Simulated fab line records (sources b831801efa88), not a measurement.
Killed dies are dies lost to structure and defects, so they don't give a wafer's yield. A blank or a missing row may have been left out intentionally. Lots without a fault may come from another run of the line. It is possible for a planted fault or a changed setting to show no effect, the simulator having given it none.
Which of the tools did it? | flow gf180mcu | 18 wafers from 6 lots sampled at 3 of the route's 602 steps

== WHAT EACH GAUGE READ, for each wafer ==
GF_CONTACT_BOW_MEAS_05.
lot  | measured     | on           | CONTACT_BOW (um)
L869 | day 16 09:37 | filmMetro-03 | 67 62 74
L873 | day 17 17:08 | filmMetro-02 | 61 62 60
L877 | day 19 08:38 | filmMetro-03 | 78 62 60
L880 | day 20 07:58 | filmMetro-02 | 58 66 63
L882 | day 21 01:59 | filmMetro-04 | 56 62 68
L888 | day 23 02:31 | filmMetro-02 | 63 72 65

== TOOL THAT RAN EACH LOT (tool first, then ch and the chambers of the sampled wafers, then the start) ==
lot  | GF_LVPWELL_STRIP_10                | GF_PSD_DEVELOP_06
L869 | plasmaAsher-01 ch 1, day 4 14:12   | lithoTrack-04 ch 0, day 15 09:38
L873 | plasmaAsher-04 ch 0,1, day 5 12:28 | lithoTrack-03 ch 0, day 16 15:34
L877 | plasmaAsher-02 ch 0,1, day 6 13:09 | lithoTrack-04 ch 0, day 18 06:17
L880 | plasmaAsher-01 ch 0,1, day 7 03:47 | lithoTrack-03 ch 0, day 19 04:40
L882 | plasmaAsher-02 ch 0,1, day 7 16:45 | lithoTrack-04 ch 0, day 19 22:47
L888 | plasmaAsher-01 ch 0,1, day 8 23:56 | lithoTrack-01 ch 0, day 22 00:39
- GF_LVPWELL_STRIP_10: strips in O2/N2.
- GF_PSD_DEVELOP_06: develop time 60 s.

== THE ANSWER, worked out from the rows above alone ==
Rule: the usual values come from the lots themselves. The widest of any qualifying gaps counts: lots, ordered by their means at a reading, are off when they make up no more than a third of the lots, leave a main group of 4 or more, and stand apart from it by 3 or more times the standard deviation of that group's means. Not used: any main group whose means are identical at the precision the tables above print for the reading. A lot without any number at a reading at which 4 lots or more have one is off too. Any other lot the step has rows for is counted as sound.
No lot is off at any reading shown: from this, nothing can be told.

== WHAT HAD BEEN PUT IN BY THE SIMULATOR ==
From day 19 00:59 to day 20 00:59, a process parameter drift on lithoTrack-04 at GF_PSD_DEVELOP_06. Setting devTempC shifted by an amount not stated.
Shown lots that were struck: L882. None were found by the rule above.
